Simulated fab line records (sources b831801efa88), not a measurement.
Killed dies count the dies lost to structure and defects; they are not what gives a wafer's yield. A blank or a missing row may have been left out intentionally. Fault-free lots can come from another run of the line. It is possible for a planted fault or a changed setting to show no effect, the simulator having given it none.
Matching of chambers + flow sky130 + rie-diel-03 running SKY_CONTACT_ETCH_17: 4 sister chambers
The step etches SiO2 in C4F8/O2/Ar, stops on Si3N4, target depth 340 nm. 36 wafers are shown with their chamber, then 12 later ones without.

## WAFERS PAIRED WITH THEIR CHAMBERS
| wafer  | chamber | oes-product-au (a.u.) |
|--------|---------|-----------------------|
| L075.1 | 0       | 0.889                 |
| L075.2 | 1       | 0.888                 |
| L075.3 | 3       | 0.894                 |
| L075.4 | 3       | 0.887                 |
| L075.5 | 0       | 0.891                 |
| L075.6 | 1       | 0.889                 |
| L078.2 | 2       | 0.896                 |
| L078.5 | 1       | 0.891                 |
| L078.6 | 2       | 0.892                 |
| L079.2 | 2       | 0.886                 |
| L079.4 | 0       | 0.890                 |
| L079.6 | 1       | 0.891                 |
| L080.2 | 0       | 0.896                 |
| L080.3 | 3       | 0.893                 |
| L080.6 | 2       | 0.887                 |
| L081.2 | 1       | 0.896                 |
| L081.5 | 1       | 0.892                 |
| L081.6 | 2       | 0.890                 |
| L082.3 | 1       | 0.885                 |
| L082.5 | 0       | 0.898                 |
| L082.6 | 2       | 0.889                 |
| L084.4 | 1       | 0.887                 |
| L084.5 | 2       | 0.898                 |
| L084.6 | 0       | 0.885                 |
| L086.1 | 1       | 0.892                 |
| L086.2 | 2       | 0.888                 |
| L086.3 | 3       | 0.888                 |
| L086.4 | 1       | 0.895                 |
| L086.5 | 2       | 0.900                 |
| L086.6 | 3       | 0.891                 |
| L090.1 | 1       | 0.889                 |
| L090.2 | 2       | 0.894                 |
| L090.3 | 3       | 0.890                 |
| L090.4 | 0       | 0.898                 |
| L090.5 | 1       | 0.892                 |
| L090.6 | 2       | 0.886                 |

SIGNATURES (averages over the wafers above)
| reading        | chamber 0 | chamber 1 | chamber 2 | chamber 3 | scatter within a chamber |
|----------------|-----------|-----------|-----------|-----------|--------------------------|
| oes-product-au | 0.89243   | 0.89058   | 0.89145   | 0.89050   | 0.00411                  |
Rule: a wafer's distance from a chamber is the root of the sum, over the readings, of the square of ((its reading less the chamber's mean) divided by the reading's scatter). The wafer belongs to the nearest chamber; if the next one is less than 2 further off, it can't be placed. The scatter: take each reading less its chamber's mean, square it, sum over the shown wafers, divide by the number of wafers less the number of chambers, and take the root.

## WAFERS WITHOUT THEIR CHAMBER
| wafer  | oes-product-au (a.u.) |
|--------|-----------------------|
| L095.2 | 0.884                 |
| L095.4 | 0.894                 |
| L095.5 | 0.885                 |
| L096.4 | 0.888                 |
| L096.5 | 0.890                 |
| L096.6 | 0.889                 |
| L097.1 | 0.889                 |
| L097.2 | 0.899                 |
| L097.3 | 0.893                 |
| L097.4 | 0.882                 |
| L097.5 | 0.888                 |
| L097.6 | 0.891                 |

## EACH ONE'S CHAMBER
| wafer  | from the rows above               | in truth |
|--------|-----------------------------------|----------|
| L095.2 | can't be placed: 3 or 1 or 2 or 0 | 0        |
| L095.4 | can't be placed: 0 or 2 or 1 or 3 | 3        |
| L095.5 | can't be placed: 3 or 1 or 2 or 0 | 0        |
| L096.4 | can't be placed: 3 or 1 or 2 or 0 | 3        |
| L096.5 | can't be placed: 3 or 1 or 2 or 0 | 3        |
| L096.6 | can't be placed: 3 or 1 or 2 or 0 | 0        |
| L097.1 | can't be placed: 3 or 1 or 2 or 0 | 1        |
| L097.2 | can't be placed: 0 or 2 or 1 or 3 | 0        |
| L097.3 | can't be placed: 0 or 2 or 1 or 3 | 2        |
| L097.4 | can't be placed: 3 or 1 or 2 or 0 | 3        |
| L097.5 | can't be placed: 3 or 1 or 2 or 0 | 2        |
| L097.6 | can't be placed: 1 or 2 or 3 or 0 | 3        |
Placed correctly: 0 of 12. From these rows, 12 cannot be placed; in 12 the true chamber is one of the candidates. 0 placed wrongly.
